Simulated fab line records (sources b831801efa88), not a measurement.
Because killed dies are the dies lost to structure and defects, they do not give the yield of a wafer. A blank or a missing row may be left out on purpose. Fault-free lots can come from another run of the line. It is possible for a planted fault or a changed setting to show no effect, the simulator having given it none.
Chamber matching :: flow sky130 :: SKY_VIA4_CMP_02 on cmp-02 has 4 sister chambers
The step polishes SiO2. 4 wafers are shown with their chamber, then 12 later ones without.

## WAFERS WITH THEIR CHAMBER
wafer: L090.3
chamber: 1
motor current A (A): 11.2

wafer: L090.6
chamber: 2
motor current A (A): 11.6

wafer: L091.4
chamber: 3
motor current A (A): 12.8

wafer: L091.5
chamber: 0
motor current A (A): 13.1

## WAFERS WITHOUT THEIR CHAMBER
wafer: L094.1
motor current A (A): 12.3

wafer: L094.3
motor current A (A): 13.9

wafer: L094.5
motor current A (A): 13.1

wafer: L094.2
motor current A (A): 11.7

wafer: L094.4
motor current A (A): 12.7

wafer: L094.6
motor current A (A): 11.4

wafer: L096.1
motor current A (A): 13.5

wafer: L096.5
motor current A (A): 12.0

wafer: L096.6
motor current A (A): 11.6

wafer: L097.3
motor current A (A): 12.9

wafer: L097.4
motor current A (A): 11.2

wafer: L097.5
motor current A (A): 11.4

## THE CHAMBER EACH PASSED THROUGH
wafer: L094.1
from the rows above: can't be placed: 3 or 2 or 0 or 1
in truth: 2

wafer: L094.3
from the rows above: can't be placed: 0 or 3
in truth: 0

wafer: L094.5
from the rows above: can't be placed: 0 or 3
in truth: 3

wafer: L094.2
from the rows above: can't be placed: 2 or 1
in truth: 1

wafer: L094.4
from the rows above: can't be placed: 3 or 0
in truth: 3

wafer: L094.6
from the rows above: can't be placed: 2 or 1
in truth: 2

wafer: L096.1
from the rows above: can't be placed: 0 or 3
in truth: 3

wafer: L096.5
from the rows above: can't be placed: 2 or 1 or 3
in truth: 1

wafer: L096.6
from the rows above: can't be placed: 2 or 1
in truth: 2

wafer: L097.3
from the rows above: can't be placed: 3 or 0
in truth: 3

wafer: L097.4
from the rows above: can't be placed: 1 or 2
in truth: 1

wafer: L097.5
from the rows above: can't be placed: 2 or 1
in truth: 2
Placed correctly: 0 of 12. Not placeable from these rows: 12 (in 12, the candidates include the true chamber). Number placed wrongly: 0.
How it was worked out, from the rows above alone: a wafer's distance from a chamber is the root of the sum, over the readings, of the square of ((its reading less the chamber's mean) divided by the reading's scatter). The wafer belongs to the nearest chamber; if the next one is less than 2 further off, it can't be placed. A chamber's mean is the mean of its shown wafers. The scatter: root of mean squared gap, hidden wafer to nearest shown wafer, with one shown wafer a chamber.
